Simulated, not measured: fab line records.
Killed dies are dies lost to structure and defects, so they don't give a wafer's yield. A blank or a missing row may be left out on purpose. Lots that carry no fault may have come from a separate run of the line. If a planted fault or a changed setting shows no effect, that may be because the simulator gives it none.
8D (eight disciplines) problem report, filled in by code | flow gf180mcu | the parts of the form that need people (team, actions taken, sign-off) are left out

== 1. PROBLEM STATEMENT ==
Wafers free of any fault read 200.5 nm (standard deviation 1.5) for POLY_GATE_CVD_00_THK at GF_POLY_GATE_THK_MEAS_01, against a mean of 142.4 nm on 6 wafers of 2 lots. Relative to the usual mean, that is a shift of -39 standard deviations.
The first sign was on wafer L895.2 at day 11 01:51, on film-metro-01. The record has a number at this step for 36 wafers belonging to 12 lots. Rule for "out", or "out of limits": more than 4 standard deviations from the usual mean. The other wafers with a number count as sound.

== 2. WHAT THIS IS AND IS NOT ==
question                    | is                           | is not
which readings at this step | POLY_GATE_CVD_00_THK         | -
which lots                  | L894, L895                   | L886, L887, L888, L900, L901, L902, L903, L904, L908, L909
which wafers of those lots  | all that have a number       | -
read on which gauges        | film-metro-01, film-metro-02 | film-metro-03
when                        | from day 11 01:51            | up to then (9 sound wafers); but 21 sound wafers of L900, L901, L902, L903, L904, L908, L909 came after

== 3. THE SUSPECTS, EACH WITH WHAT RULES IT OUT ==
Counting: any tool at a process step up to the reading is kept as a suspect provided that every lot that is out went through it and no sound lot did after the first of them.
- the gauge at GF_POLY_GATE_THK_MEAS_01 has been ruled out. 2 gauges (film-metro-01, film-metro-02) read the wafers that are out.
- lpcvd-01 at GF_POLY_GATE_CVD_00 (deposits poly-Si, target thk 200 nm, time 1200 s): ruled out as a lasting fault. Sound lots L908 ran on it after its first lot that is out, L894 (day 11 00:31).
Left after counting: nothing in the record.

== 4. THE CAUSE (what the simulator had put in) ==
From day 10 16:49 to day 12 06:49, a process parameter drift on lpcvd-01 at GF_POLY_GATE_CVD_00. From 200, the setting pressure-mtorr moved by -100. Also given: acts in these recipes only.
The count ruled it out by mistake, since the rule takes a fault to strike every lot its tool runs from the start of the fault on, and this one did not do so.

== 5. THE EFFECT CHAIN, in route order ==
One row per reading whose mean, taken over the struck wafers that have a number, lies over 3 standard deviations from the usual. Readings are gone through only where the record gives a usual standard deviation; hours: the median, over the lots, of the time from a lot's start at the first step in this table giving one to that lot's start at this step; sigmas: the change measured in usual standard deviations.
hours | step                     | reading              | usual       | on struck wafers | change | sigmas
0     | GF_POLY_GATE_CVD_00      | pressure-mtorr       | 200.0 mTorr | 99.9             | -100.1 | -99 or more
1     | GF_POLY_GATE_THK_MEAS_01 | POLY_GATE_CVD_00_THK | 200.5 nm    | 142.4            | -58.1  | -39
20    | GF_POLY_GATE_ETCH_13     | oes-product-au       | 0.989 a.u.  | 0.788            | -0.201 | -30
Its process steps:
- GF_POLY_GATE_CVD_00: deposits poly-Si, target thk 200 nm, time 1200 s.
- GF_POLY_GATE_ETCH_13: etches poly-Si in HBr/Cl2, stops on SiO2, target depth 198.5 nm, time 69.6 s.

== 6. WHAT WOULD HAVE CAUGHT IT SOONER ==
9 hours passed between the start of the fault at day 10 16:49 and the first reading out of limits at a measuring or inspecting step in this record, taken at day 11 01:51.
The tool's own readings at GF_POLY_GATE_CVD_00 were out on every struck wafer that the step has a row for (pressure-mtorr): an alarm limit on them would have fired on the first of those.
